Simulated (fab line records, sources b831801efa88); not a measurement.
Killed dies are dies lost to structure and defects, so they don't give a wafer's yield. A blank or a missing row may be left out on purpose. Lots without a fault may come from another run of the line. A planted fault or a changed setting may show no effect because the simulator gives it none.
Which tool did it? | flow gf180mcu | 12 lots, 36 wafers sampled, at 6 steps of a route of 602

WHAT THE GAUGES READ, wafer by wafer
GF_HV_LDD_CD_MEAS_19: target cd 400 nm. Usual: cd_nm 400.4 nm, standard deviation 2.4.
lot  | measured     | on        | cd_nm (nm)        | flag
L798 | day 11 01:38 | cd_sem-01 | 398.7 399.2 398.0 |
L800 | day 11 06:49 | cd_sem-02 | 399.6 400.1 398.8 |
L799 | day 11 11:01 | cd_sem-01 | 402.0 401.3 402.6 |
L801 | day 11 14:56 | cd_sem-02 | 399.4 398.9 401.5 |
L802 | day 12 01:50 | cd_sem-01 | 397.8 396.0 396.0 |
L803 | day 12 09:25 | cd_sem-02 | 403.2 402.4 406.1 |
L804 | day 12 19:16 | cd_sem-01 | 401.3 401.4 403.0 |
L811 | day 15 00:59 | cd_sem-01 | 395.6 396.6 396.2 |
L812 | day 15 10:22 | cd_sem-02 | 399.7 399.6 399.3 |
L815 | day 16 02:34 | cd_sem-02 | 398.6 396.9 396.3 |
L816 | day 16 15:13 | cd_sem-02 | 404.1 403.6 405.6 |
L820 | day 18 00:34 | cd_sem-01 | 397.0 399.7 397.3 |

GF_HV_LDD_THK_MEAS_55. Usual: HV_LDD_CVD_54_THK 10.01 nm, standard deviation 0.16.
lot  | measured     | on            | HV_LDD_CVD_54_THK (nm) | flag
L798 | day 12 18:09 | film_metro-02 | 10.32 10.15 10.30      |
L800 | day 12 23:53 | film_metro-02 | 9.85 9.77 9.78         |
L799 | day 13 04:20 | film_metro-04 | 9.79 9.90 9.80         |
L801 | day 13 08:49 | film_metro-04 | 10.20 10.35 10.20      |
L802 | day 13 19:48 | film_metro-02 | 10.30 10.27 10.24      |
L803 | day 14 04:38 | film_metro-04 | 10.11 10.13 10.12      |
L804 | day 14 13:14 | film_metro-02 | 9.84 9.92 9.87         |
L811 | day 17 00:43 | film_metro-04 | 9.99 9.89 10.04        |
L812 | day 17 10:15 | film_metro-04 | 9.91 9.81 9.76         |
L815 | day 18 03:49 | film_metro-04 | 9.97 9.98 9.97         |
L816 | day 18 15:11 | film_metro-01 | 9.97 10.11 10.07       |
L820 | day 20 03:39 | film_metro-01 | 10.16 10.27 10.27      |

GF_PSD_RS_MEAS_14: measures by four-point-probe. Usual: NSD_RS 46.10 ohm/sq, standard deviation 0.09.
lot  | measured     | on            | NSD_RS (ohm/sq)   | flag
L798 | day 14 12:47 | film_metro-02 | 46.17 46.26 46.16 |
L800 | day 14 20:13 | film_metro-01 | 46.14 46.09 46.10 |
L799 | day 15 00:40 | film_metro-01 | 46.17 46.23 46.11 |
L801 | day 15 04:47 | film_metro-03 | 46.21 46.26 46.25 |
L802 | day 15 17:23 | film_metro-02 | 46.08 46.18 46.14 |
L803 | day 16 02:05 | film_metro-01 | 46.27 46.14 46.19 |
L804 | day 16 11:01 | film_metro-03 | 46.04 46.10 46.13 |
L811 | day 19 02:23 | film_metro-01 | 46.48 46.43 46.46 | OFF
L812 | day 19 12:34 | film_metro-01 | 46.46 46.39 46.61 | OFF
L815 | day 20 07:07 | film_metro-01 | 45.96 46.06 46.06 |
L816 | day 20 18:07 | film_metro-02 | 45.86 46.07 45.99 |
L820 | day 22 06:01 | film_metro-02 | 46.02 45.97 45.94 |

GF_PSD_RS_MEAS_15: measures by four-point-probe. Usual: PSD_RS 108.53 ohm/sq, standard deviation 0.29.
lot  | measured     | on            | PSD_RS (ohm/sq)      | flag
L798 | day 14 12:54 | film_metro-02 | 108.72 108.99 108.98 |
L800 | day 14 20:20 | film_metro-01 | 108.99 108.76 108.41 |
L799 | day 15 00:47 | film_metro-01 | 109.07 108.84 108.77 |
L801 | day 15 04:55 | film_metro-03 | 109.17 108.68 109.08 |
L802 | day 15 17:31 | film_metro-02 | 108.34 108.46 108.76 |
L803 | day 16 02:13 | film_metro-01 | 108.70 109.29 108.82 |
L804 | day 16 11:08 | film_metro-03 | 108.66 108.63 108.74 |
L811 | day 19 02:31 | film_metro-01 | 108.36 108.23 108.37 |
L812 | day 19 12:41 | film_metro-01 | 108.53 108.78 108.52 |
L815 | day 20 07:14 | film_metro-01 | 108.76 108.60 108.18 |
L816 | day 20 18:14 | film_metro-02 | 108.06 108.45 108.21 |
L820 | day 22 06:08 | film_metro-02 | 108.45 108.24 108.17 |

WHICH TOOL RAN EACH LOT (tool, then ch and the chambers of the sampled wafers, then the start)
lot  | GF_NSD_IMPLANT_09               | GF_NSD_STRIP_11
L798 | implanter-03 ch 0, day 13 15:15 | plasma_asher-02 ch 0,1, day 13 15:31
L800 | implanter-02 ch 0, day 13 21:52 | plasma_asher-01 ch 0,1, day 13 22:10
L799 | implanter-02 ch 0, day 14 02:43 | plasma_asher-01 ch 0,1, day 14 03:01
L801 | implanter-03 ch 0, day 14 06:51 | plasma_asher-01 ch 0,1, day 14 07:07
L802 | implanter-02 ch 0, day 14 18:50 | plasma_asher-01 ch 0,1, day 14 19:07
L803 | implanter-02 ch 0, day 15 03:16 | plasma_asher-03 ch 0,1, day 15 03:34
L804 | implanter-04 ch 0, day 15 11:52 | plasma_asher-01 ch 0,1, day 15 12:10
L811 | implanter-04 ch 0, day 18 01:42 | plasma_asher-03 ch 0, day 18 01:58
L812 | implanter-04 ch 0, day 18 11:28 | plasma_asher-03 ch 0,1, day 18 11:51
L815 | implanter-02 ch 0, day 19 05:37 | plasma_asher-03 ch 0,1, day 19 05:55
L816 | implanter-02 ch 0, day 19 17:22 | plasma_asher-01 ch 0,1, day 19 17:40
L820 | implanter-02 ch 0, day 21 05:01 | plasma_asher-03 ch 0,1, day 21 05:19
- GF_NSD_IMPLANT_09
- GF_NSD_STRIP_11: strips in O2/N2.

WHAT THE TOOLS THEMSELVES READ (means of the sampled wafers that have a number; where no wafer has one, the mark that the record gives instead)
GF_NSD_IMPLANT_09. Usual: dose_ions_cm2 4e+15, standard deviation 4.5e+12.
lot  | tool         | dose_ions_cm2 | flag
L798 | implanter-03 | 4e+15         |
L800 | implanter-02 | 4e+15         |
L799 | implanter-02 | 4e+15         |
L801 | implanter-03 | 4e+15         |
L802 | implanter-02 | 4e+15         |
L803 | implanter-02 | 4e+15         |
L804 | implanter-04 | 4e+15         |
L811 | implanter-04 | 4e+15         |
L812 | implanter-04 | 4e+15         |
L815 | implanter-02 | 4e+15         |
L816 | implanter-02 | 4e+15         |
L820 | implanter-02 | 4e+15         |

GF_NSD_STRIP_11. Usual: drypump_motor_current_A 5.7 A, standard deviation 0.64; heater_power_w 333 W, standard deviation 24; n2_flow_sccm 300.1 sccm, standard deviation 0.84; oes_product_au 0.485 a.u., standard deviation 0.0041; strip_time_to_endpoint_s 22.82 s, standard deviation 0.034.
lot  | tool            | drypump_motor_current_A (A) | heater_power_w (W) | n2_flow_sccm (sccm) | oes_product_au (a.u.) | strip_time_to_endpoint_s (s) | flag
L798 | plasma_asher-02 | 5.9                         | 315                | 300.4               | 0.484                 | 22.83                        |
L800 | plasma_asher-01 | 6.1                         | 347                | 299.0               | 0.489                 | 22.81                        |
L799 | plasma_asher-01 | 6.1                         | 354                | 299.6               | 0.491                 | 22.83                        |
L801 | plasma_asher-01 | 5.6                         | 328                | 300.3               | 0.483                 | 22.81                        |
L802 | plasma_asher-01 | 6.2                         | 344                | 300.1               | 0.489                 | 22.82                        |
L803 | plasma_asher-03 | 5.4                         | 341                | 299.2               | 0.485                 | 22.84                        |
L804 | plasma_asher-01 | 6.1                         | 349                | 300.2               | 0.486                 | 22.82                        |
L811 | plasma_asher-03 | 5.3                         | 350                | 299.9               | 0.488                 | 22.58                        | OFF
L812 | plasma_asher-03 | 5.6                         | 333                | 300.9               | 0.490                 | 22.54                        | OFF
L815 | plasma_asher-03 | 5.5                         | 328                | 299.5               | 0.482                 | 22.86                        |
L816 | plasma_asher-01 | 6.1                         | 344                | 300.7               | 0.484                 | 22.85                        |
L820 | plasma_asher-03 | 5.4                         | 338                | 300.9               | 0.484                 | 22.85                        |

THE ANSWER, worked out from the rows above alone
Rule: a lot is off if the mean of its wafers that have a number lies more than 3 standard deviations from the usual mean. A lot without any number at a reading at which 4 lots or more have one is off too. The other lots that the step has rows for count as sound. The gauges are gone through in route order, then the tools' own readings, and for those a lot's mean is taken as printed above. The first step at which some lot is off is used, and at that step the reading that is off furthest; a lot without a number counts as furthest.
Off: L811, L812, at GF_PSD_RS_MEAS_14 (NSD_RS).
A tool fits if, at a process step before that reading, it ran every lot that is off, and no sound lot after the first of them. The gauges at GF_PSD_RS_MEAS_14 aren't tried: what is off there is off at GF_NSD_STRIP_11 too, on other tools, and a gauge's error can't cause that. One fits: implanter-04 at GF_NSD_IMPLANT_09. Its last sound lot is L804 (day 15 11:52), its first lot that is off L811 (day 18 01:42): a fault that began between those two fits.

WHAT THE SIMULATOR HAD PUT IN
Process parameter drift: implanter-04, from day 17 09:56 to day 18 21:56, at GF_NSD_IMPLANT_09. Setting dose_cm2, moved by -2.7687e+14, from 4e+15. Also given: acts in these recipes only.
Lots struck among those shown: L811, L812. The rule above found the same.
